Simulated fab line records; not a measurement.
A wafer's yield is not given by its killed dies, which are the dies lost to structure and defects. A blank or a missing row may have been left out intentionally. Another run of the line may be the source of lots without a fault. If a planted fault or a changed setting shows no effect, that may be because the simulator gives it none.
Chamber matching / flow sky130 / 4 sister chambers for SKY_VIA3_CMP_24 on cmp-02
The step polishes, stops on SiO2, t overpolish 20 s, target thk 0 nm. 7 wafers are shown with their chamber, then 7 later ones without.

== WAFERS PAIRED WITH THEIR CHAMBERS ==
wafer=L568.2; chamber=3; motorCurrentA (A)=11.5; timeToEndpointS (s)=93
wafer=L569.2; chamber=0; motorCurrentA (A)=10.8; timeToEndpointS (s)=95
wafer=L569.4; chamber=1; motorCurrentA (A)=10.3; timeToEndpointS (s)=94
wafer=L574.3; chamber=1; motorCurrentA (A)=9.7; timeToEndpointS (s)=96
wafer=L574.6; chamber=0; motorCurrentA (A)=11.0; timeToEndpointS (s)=94
wafer=L577.1; chamber=2; motorCurrentA (A)=10.6; timeToEndpointS (s)=92
wafer=L577.5; chamber=2; motorCurrentA (A)=11.0; timeToEndpointS (s)=91

== WAFERS WHOSE CHAMBER IS MISSING ==
wafer=L577.6; motorCurrentA (A)=10.3; timeToEndpointS (s)=91
wafer=L584.1; motorCurrentA (A)=11.5; timeToEndpointS (s)=91
wafer=L584.4; motorCurrentA (A)=11.5; timeToEndpointS (s)=93
wafer=L584.6; motorCurrentA (A)=10.3; timeToEndpointS (s)=92
wafer=L585.2; motorCurrentA (A)=10.7; timeToEndpointS (s)=91
wafer=L585.5; motorCurrentA (A)=11.2; timeToEndpointS (s)=90
wafer=L585.6; motorCurrentA (A)=11.7; timeToEndpointS (s)=95

== THE CHAMBER EACH PASSED THROUGH ==
wafer=L577.6; from the rows above=2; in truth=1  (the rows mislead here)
wafer=L584.1; from the rows above=can't be placed: 3 or 2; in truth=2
wafer=L584.4; from the rows above=3; in truth=3
wafer=L584.6; from the rows above=can't be placed: 2 or 1 or 0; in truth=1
wafer=L585.2; from the rows above=2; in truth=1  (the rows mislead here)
wafer=L585.5; from the rows above=can't be placed: 2 or 3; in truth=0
wafer=L585.6; from the rows above=can't be placed: 3 or 0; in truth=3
1 of 7 placed correctly. Can't be placed from these rows: 4 (the true chamber is among the candidates in 3). Number placed wrongly: 2.
How it was worked out, from the rows above alone: a wafer's distance from a chamber is the root of the sum, over the readings, of the square of ((its reading less the chamber's mean) divided by the reading's scatter). If the next closest chamber is less than 2 further off than the closest, the wafer can't be placed; otherwise it belongs to the closest. Each chamber's mean is taken over the wafers shown for it. The scatter is the square root of a quotient: the sum, over the shown wafers, of each reading's squared deviation from its chamber's mean, divided by wafers minus chambers.
